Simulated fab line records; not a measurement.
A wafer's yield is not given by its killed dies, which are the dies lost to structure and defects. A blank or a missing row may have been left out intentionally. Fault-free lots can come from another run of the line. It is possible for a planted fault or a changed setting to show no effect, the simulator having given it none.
What tool caused it? | flow gf180mcu | 13 lots, 39 wafers sampled, at 4 steps of a route of 602

== WHAT EACH GAUGE READ, for each wafer ==
GF_DUAL_GATE_OVL_MEAS_11. Usual: DUAL_GATE_OVL gives -0.1 nm (standard deviation 1.5).
lot  | measured     | on         | DUAL_GATE_OVL (nm) | flag
L667 | day 8 07:25  | overlay-02 | -2.2 0.0 -1.8      |
L673 | day 9 23:34  | overlay-02 | 0.7 3.2 0.7        |
L675 | day 10 11:04 | overlay-01 | -3.8 -3.5 -2.0     |
L676 | day 10 21:21 | overlay-02 | - - -              | OFF
L680 | day 12 06:19 | overlay-01 | 0.5 -1.0 -0.7      |
L681 | day 12 09:43 | overlay-02 | -0.1 -1.1 0.3      |
L682 | day 12 13:31 | overlay-01 | 2.6 0.8 -0.6       |
L683 | day 12 21:01 | overlay-01 | -0.9 0.1 -0.7      |
L684 | day 13 05:42 | overlay-02 | -0.4 -1.2 0.4      |
L685 | day 13 11:27 | overlay-01 | -2.6 -2.7 0.6      |
L686 | day 13 20:19 | overlay-02 | 1.9 3.7 0.5        |
L689 | day 14 16:54 | overlay-02 | -0.2 -1.3 -1.5     |
L690 | day 15 00:43 | overlay-01 | 0.1 1.6 1.2        |

GF_CONTACT_CD_MEAS_14 targets a cd of 220 nm. Usual: cd_nm reads 220.0 nm (standard deviation 1.6).
lot  | measured     | on        | cd_nm (nm)        | flag
L667 | day 16 00:15 | cd_sem-02 | 222.3 222.1 221.7 |
L673 | day 18 06:13 | cd_sem-02 | 220.0 218.5 218.1 |
L675 | day 18 20:33 | cd_sem-01 | 218.5 219.2 219.0 |
L680 | day 21 02:55 | cd_sem-01 | 221.3 220.9 221.6 |
L681 | day 21 06:16 | cd_sem-01 | 220.5 220.3 220.5 |
L682 | day 21 12:49 | cd_sem-01 | 216.6 217.5 218.7 |
L683 | day 21 23:40 | cd_sem-01 | 219.6 219.4 221.5 |
L684 | day 22 06:15 | cd_sem-01 | 219.3 219.2 219.8 |
L685 | day 22 14:18 | cd_sem-01 | 220.3 221.6 219.6 |
L686 | day 22 22:10 | cd_sem-02 | 219.7 220.9 220.5 |
L689 | day 23 20:24 | cd_sem-02 | 219.2 218.7 219.2 |
L690 | day 24 02:34 | cd_sem-02 | 219.7 221.2 220.6 |

== WHICH TOOL RAN EACH LOT (tool, then ch and the chambers of the sampled wafers, then the start) ==
lot  | GF_DUAL_GATE_EXPOSE_08              | GF_CONTACT_CVD_02
L667 | iline_stepper-02 ch 0, day 7 23:14  | pecvd-02 ch 0,1,2, day 15 02:19
L673 | iline_stepper-01 ch 0, day 9 15:22  | pecvd-01 ch 0,1,2, day 17 06:05
L675 | iline_stepper-01 ch 0, day 10 02:38 | pecvd-01 ch 0,1,2, day 17 20:21
L676 | iline_stepper-01 ch 0, day 10 12:48 | -
L680 | iline_stepper-01 ch 0, day 11 20:40 | pecvd-02 ch 0,1,2, day 20 02:08
L681 | iline_stepper-01 ch 0, day 11 23:43 | pecvd-01 ch 1,2, day 20 06:05
L682 | iline_stepper-01 ch 0, day 12 04:06 | pecvd-02 ch 0,1,2, day 20 12:10
L683 | iline_stepper-02 ch 0, day 12 11:57 | pecvd-02 ch 0,1, day 20 22:44
L684 | iline_stepper-02 ch 0, day 12 19:30 | pecvd-02 ch 0,1,2, day 21 05:44
L685 | iline_stepper-01 ch 0, day 13 01:29 | pecvd-03 ch 0,1,2, day 21 14:04
L686 | iline_stepper-01 ch 0, day 13 10:35 | pecvd-02 ch 1,2, day 21 22:10
L689 | iline_stepper-01 ch 0, day 14 07:14 | pecvd-03 ch 0,1,2, day 22 20:45
L690 | iline_stepper-01 ch 0, day 14 14:31 | pecvd-03 ch 0,1,2, day 23 03:40
- GF_DUAL_GATE_EXPOSE_08: exposes mask Dualgate, target cd 700 nm.
- GF_CONTACT_CVD_02: deposits SiO2 from TEOS, target thk 860 nm, time 95.992 s.

== WHAT THE TOOLS THEMSELVES READ (means of the sampled wafers that have a number; where no wafer has one, the mark that the record gives instead) ==
GF_CONTACT_CVD_02. Usual: heater_power_w 632 W, standard deviation 72; susceptor_temp_C 400.02 C, standard deviation 0.23.
lot  | tool     | heater_power_w (W) | susceptor_temp_C (C) | flag
L667 | pecvd-02 | 583                | 399.92               |
L673 | pecvd-01 | 642                | 400.29               |
L675 | pecvd-01 | 622                | 400.08               |
L680 | pecvd-02 | 577                | 399.92               |
L681 | pecvd-01 | 566                | 399.98               |
L682 | pecvd-02 | 573                | 399.84               |
L683 | pecvd-02 | 592                | 399.93               |
L684 | pecvd-02 | 591                | 399.88               |
L685 | pecvd-03 | 693                | 399.91               |
L686 | pecvd-02 | 595                | 400.13               |
L689 | pecvd-03 | 641                | 399.89               |
L690 | pecvd-03 | 654                | 399.99               |

== THE ANSWER, worked out from the rows above alone ==
Rule: a lot is off if the mean of its wafers that have a number lies more than 3 standard deviations from the usual mean. A lot without any number at a reading at which 4 lots or more have one is off too. Where the step has rows for the other lots, those lots are counted as sound. First the gauges in route order, then the tools' own readings, where a lot's mean is used as printed above. The first step at which some lot is off is used, and at that step the reading that is off furthest; a lot without a number counts as furthest.
Off: at GF_DUAL_GATE_OVL_MEAS_11 (DUAL_GATE_OVL), L676. Without a number there: L676.
If a tool, at a process step before that reading, ran all the lots that are off and no sound lot after the first of them, it fits. Those tools and the gauges at GF_DUAL_GATE_OVL_MEAS_11 are tried in the same way. Not one of the candidates tried fits.

== WHAT HAD BEEN PUT IN BY THE SIMULATOR ==
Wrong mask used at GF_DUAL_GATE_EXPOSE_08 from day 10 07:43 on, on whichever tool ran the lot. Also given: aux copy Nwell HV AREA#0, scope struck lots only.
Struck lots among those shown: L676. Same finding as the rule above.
